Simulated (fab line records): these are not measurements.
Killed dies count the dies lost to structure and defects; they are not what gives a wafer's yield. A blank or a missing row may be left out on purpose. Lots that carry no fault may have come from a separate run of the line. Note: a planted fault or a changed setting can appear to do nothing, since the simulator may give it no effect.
Chamber matching | flow gf180mcu | 3 sister chambers for GF_PASSIVATION_CVD_00 on pecvd-02
The step deposits SiO2 from TEOS, target thk 1000 nm, time 116 s. 14 wafers are shown with their chamber, then 7 later ones without.

## WAFERS WITH THEIR CHAMBER
wafer  | chamber | heater_power_w (W)
L230.2 | 1       | 761
L230.3 | 0       | 668
L230.5 | 1       | 621
L234.1 | 1       | 765
L234.4 | 1       | 605
L234.5 | 0       | 727
L241.2 | 1       | 772
L241.3 | 0       | 750
L241.6 | 0       | 601
L245.3 | 1       | 719
L245.5 | 2       | 530
L245.6 | 0       | 761
L246.1 | 1       | 696
L246.2 | 2       | 575

SIGNATURES (averages over the wafers above)
reading        | chamber 0 | chamber 1 | chamber 2 | scatter within a chamber
heater_power_w | 701.40    | 705.57    | 552.50    | 65.6
Rule: a wafer's distance from a chamber is the root of the sum, over the readings, of the square of ((its reading less the chamber's mean) divided by the reading's scatter). The wafer belongs to the nearest chamber; if the next one is less than 2 further off, it can't be placed. How the scatter is found: for the shown wafers, subtract from each reading the mean of its chamber, square and add these, divide the total by (wafers less chambers), then take the root.

## WAFERS MISSING THEIR CHAMBER
wafer  | heater_power_w (W)
L246.3 | 750
L247.1 | 744
L247.2 | 511
L247.5 | 702
L249.1 | 732
L249.4 | 747
L249.5 | 544

## WHICH CHAMBER EACH WENT THROUGH
wafer  | from the rows above     | in truth
L246.3 | can't be placed: 1 or 0 | 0
L247.1 | can't be placed: 1 or 0 | 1
L247.2 | 2                       | 2
L247.5 | can't be placed: 0 or 1 | 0
L249.1 | can't be placed: 1 or 0 | 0
L249.4 | can't be placed: 1 or 0 | 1
L249.5 | 2                       | 2
Placed correctly: 2 of 7. These rows do not allow placing 5 (true chamber among the candidates in 5). Placed wrongly: 0.
